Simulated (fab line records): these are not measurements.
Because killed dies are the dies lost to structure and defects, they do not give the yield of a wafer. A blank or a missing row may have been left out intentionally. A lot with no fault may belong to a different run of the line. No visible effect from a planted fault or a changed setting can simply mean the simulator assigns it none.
Chamber matching / flow sfq-line / rie-diel-03 running SFQ_TRILAYER_I7_VIA_ETCH_VIA_ETCH_190: 4 sister chambers
The step etches SiO2 in CHF3, stops on Nb, target depth 260 nm. 7 wafers are shown with their chamber, then 6 later ones without.

== EACH WAFER AND ITS CHAMBER ==
wafer=L238.6; chamber=0; bias-w (W)=80.08; oes-product-au (a.u.)=0.860
wafer=L239.2; chamber=2; bias-w (W)=79.98; oes-product-au (a.u.)=0.841
wafer=L239.3; chamber=0; bias-w (W)=79.59; oes-product-au (a.u.)=0.852
wafer=L248.1; chamber=3; bias-w (W)=80.26; oes-product-au (a.u.)=0.842
wafer=L248.4; chamber=2; bias-w (W)=79.84; oes-product-au (a.u.)=0.853
wafer=L250.1; chamber=1; bias-w (W)=80.10; oes-product-au (a.u.)=0.862
wafer=L250.6; chamber=1; bias-w (W)=80.10; oes-product-au (a.u.)=0.853

== WAFERS WHOSE CHAMBER IS MISSING ==
wafer=L257.2; bias-w (W)=79.96; oes-product-au (a.u.)=0.851
wafer=L257.3; bias-w (W)=79.98; oes-product-au (a.u.)=0.854
wafer=L257.4; bias-w (W)=80.28; oes-product-au (a.u.)=0.853
wafer=L259.1; bias-w (W)=79.83; oes-product-au (a.u.)=0.855
wafer=L259.4; bias-w (W)=80.33; oes-product-au (a.u.)=0.863
wafer=L259.6; bias-w (W)=79.86; oes-product-au (a.u.)=0.855

== EACH ONE'S CHAMBER ==
wafer=L257.2; from the rows above=can't be placed: 2 or 0 or 1 or 3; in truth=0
wafer=L257.3; from the rows above=can't be placed: 0 or 1 or 2 or 3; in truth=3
wafer=L257.4; from the rows above=can't be placed: 1 or 3 or 2 or 0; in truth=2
wafer=L259.1; from the rows above=can't be placed: 0 or 2 or 1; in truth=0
wafer=L259.4; from the rows above=can't be placed: 1 or 0 or 3 or 2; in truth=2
wafer=L259.6; from the rows above=can't be placed: 0 or 2 or 1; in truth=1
Placed correctly: 0 of 6. Cannot be placed on the basis of these rows: 6; the candidates contain the true chamber in 6. Number placed wrongly: 0.
How it was worked out, from the rows above alone: a wafer's distance from a chamber is the root of the sum, over the readings, of the square of ((its reading less the chamber's mean) divided by the reading's scatter). The wafer belongs to the nearest chamber; if the next one is less than 2 further off, it can't be placed. For every chamber, the mean is computed from those of its wafers that are shown. How the scatter is found: for the shown wafers, subtract from each reading the mean of its chamber, square and add these, divide the total by (wafers less chambers), then take the root.
